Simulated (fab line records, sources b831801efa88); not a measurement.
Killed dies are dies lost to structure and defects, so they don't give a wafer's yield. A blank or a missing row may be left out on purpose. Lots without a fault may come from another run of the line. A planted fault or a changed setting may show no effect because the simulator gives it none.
Which tool did it? | flow gf180mcu | 13 lots, 39 wafers sampled, at 2 steps of a route of 602

WHAT THE GAUGES READ, wafer by wafer
GF_M3_CD_MEAS_14: target cd 280 nm. Usual: cd_nm 279.9 nm, standard deviation 1.3.
lot  | measured     | on        | cd_nm (nm)        | flag
L283 | day 21 16:55 | cd_sem-02 | 278.9 279.0 280.5 |
L284 | day 21 20:34 | cd_sem-02 | 280.0 276.9 278.3 |
L286 | day 23 01:20 | cd_sem-02 | 280.3 279.3 280.2 |
L288 | day 23 11:25 | cd_sem-01 | 279.8 279.5 278.9 |
L289 | day 23 21:52 | cd_sem-02 | 279.5 279.7 279.5 |
L290 | day 24 09:04 | cd_sem-02 | 281.7 279.6 281.5 |
L292 | day 25 05:08 | cd_sem-02 | 278.5 277.8 277.5 |
L296 | day 26 06:50 | cd_sem-01 | 279.2 278.8 278.9 |
L300 | day 27 12:34 | cd_sem-02 | 278.5 279.5 277.2 |
L301 | day 27 16:41 | cd_sem-02 | 278.6 278.2 279.5 |
L302 | day 28 00:19 | cd_sem-02 | 279.5 279.5 278.6 |
L303 | day 28 06:02 | cd_sem-02 | 281.4 281.1 281.5 |
L305 | day 28 18:53 | cd_sem-02 | 283.0 282.4 283.6 |

GF_V3_THK_MEAS_01. Usual: V3_CVD_00_THK 599 nm, standard deviation 5.7.
lot  | measured     | on            | V3_CVD_00_THK (nm) | flag
L283 | day 21 17:49 | film_metro-01 | 595 601 589        |
L284 | day 21 21:27 | film_metro-02 | 601 589 590        |
L286 | day 23 02:13 | film_metro-04 | 602 606 599        |
L288 | day 23 12:25 | film_metro-01 | 601 597 603        |
L289 | day 23 22:51 | film_metro-01 | 603 604 606        |
L290 | day 24 10:01 | film_metro-04 | 601 601 602        |
L292 | day 25 06:00 | film_metro-01 | 602 600 601        |
L296 | day 26 07:43 | film_metro-01 | 588 594 585        |
L300 | day 27 13:33 | film_metro-02 | 595 594 602        |
L301 | day 27 17:40 | film_metro-04 | 604 604 606        |
L302 | day 28 01:19 | film_metro-04 | 599 600 602        |
L303 | day 28 06:54 | film_metro-02 | 601 589 594        |
L305 | day 28 19:44 | film_metro-04 | 593 604 594        |

WHICH TOOL RAN EACH LOT (tool, then ch and the chambers of the sampled wafers, then the start)
The record holds no process step before these readings.

WHAT THE TOOLS THEMSELVES READ (means of the sampled wafers that have a number; where no wafer has one, the mark that the record gives instead)
The record holds no such reading with a usual standard deviation.

THE ANSWER, worked out from the rows above alone
Rule: a lot is off if the mean of its wafers that have a number lies more than 3 standard deviations from the usual mean. A lot without any number at a reading at which 4 lots or more have one is off too. The other lots that the step has rows for count as sound. The gauges are gone through in route order, then the tools' own readings, and for those a lot's mean is taken as printed above. The first step at which some lot is off is used, and at that step the reading that is off furthest; a lot without a number counts as furthest.
No lot is off at any reading shown: from this, nothing can be told.

WHAT THE SIMULATOR HAD PUT IN
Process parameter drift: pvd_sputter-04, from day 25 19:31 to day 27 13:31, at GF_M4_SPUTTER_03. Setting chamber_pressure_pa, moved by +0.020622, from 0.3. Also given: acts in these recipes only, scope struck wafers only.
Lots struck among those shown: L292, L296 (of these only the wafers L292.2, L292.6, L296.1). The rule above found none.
